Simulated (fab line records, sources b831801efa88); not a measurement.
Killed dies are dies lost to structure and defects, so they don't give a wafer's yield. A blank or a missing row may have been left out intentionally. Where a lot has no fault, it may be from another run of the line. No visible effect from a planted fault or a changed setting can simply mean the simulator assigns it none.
Which tool is to blame?	flow sky130	Sampling: 12 lots, 36 wafers, 3 of 708 route steps

## WHAT THE GAUGES READ, wafer by wafer
SKY_VIA2_BOW_MEAS_03.
lot	measured	on	VIA2_BOW (um)
L075	day 35 14:08	film metro-01	88 86 96
L077	day 36 04:09	film metro-03	88 98 87
L080	day 37 06:39	film metro-01	83 88 86
L081	day 37 19:31	film metro-02	79 85 88
L083	day 38 14:40	film metro-02	81 87 90
L084	day 38 19:05	film metro-03	89 73 80
L087	day 39 18:32	film metro-02	80 90 97
L089	day 40 03:31	film metro-01	80 82 74
L091	day 40 13:59	film metro-02	101 76 87
L093	day 41 07:24	film metro-03	69 83 79
L095	day 41 22:06	film metro-02	90 82 75
L096	day 42 03:09	film metro-02	88 78 96

## WHAT TOOL EACH LOT RAN ON (gives the tool, then ch and the chambers of the sampled wafers, and finally the start)
lot	SKY_CONTACT_CVD_24	SKY_METAL1_SPUTTER_04
L075	cvd w-01 ch 1, day 32 01:11	pvd sputter-04, day 32 01:53
L077	cvd w-01 ch 0,1, day 32 15:00	pvd sputter-01, day 32 15:41
L080	cvd w-01 ch 0, day 33 17:36	pvd sputter-01, day 33 18:17
L081	cvd w-02 ch 0,1, day 34 07:55	pvd sputter-02, day 34 08:42
L083	cvd w-01 ch 0,1, day 35 03:59	pvd sputter-04, day 35 04:40
L084	cvd w-02 ch 0,1, day 35 08:03	pvd sputter-02, day 35 08:44
L087	cvd w-01 ch 0,1, day 36 08:19	pvd sputter-01, day 36 08:58
L089	cvd w-01 ch 0,1, day 36 18:14	pvd sputter-01, day 36 18:55
L091	cvd w-01 ch 0,1, day 37 05:46	pvd sputter-01, day 37 06:28
L093	cvd w-01 ch 0,1, day 37 23:10	pvd sputter-04, day 37 23:49
L095	cvd w-01 ch 0,1, day 38 14:11	pvd sputter-01, day 38 14:50
L096	cvd w-01 ch 0,1, day 38 21:06	pvd sputter-02, day 38 21:47
- SKY_CONTACT_CVD_24: deposits W, target thk 340 nm, time 102.12 s.
- SKY_METAL1_SPUTTER_04: material TiN, target thk 70 nm, time 58.3 s.

## THE ANSWER, worked out from the rows above alone
Rule: usual is defined by the lots themselves. Put in order of their means at a reading, lots are off if they are a third of the lots or fewer, leave a main group of 4 or more, and stand apart from it by a gap of 3 or more times the standard deviation of the main group's means; of several such gaps the widest counts. A main group is skipped when, at the precision printed for the reading in the tables above, its means are all equal. Also off: a lot with no number at a reading for which 4 or more lots have one. Any other lot the step has rows for is counted as sound.
Nothing can be told from this: no lot is off at any reading shown.

## WHAT WAS PUT IN BY THE SIMULATOR
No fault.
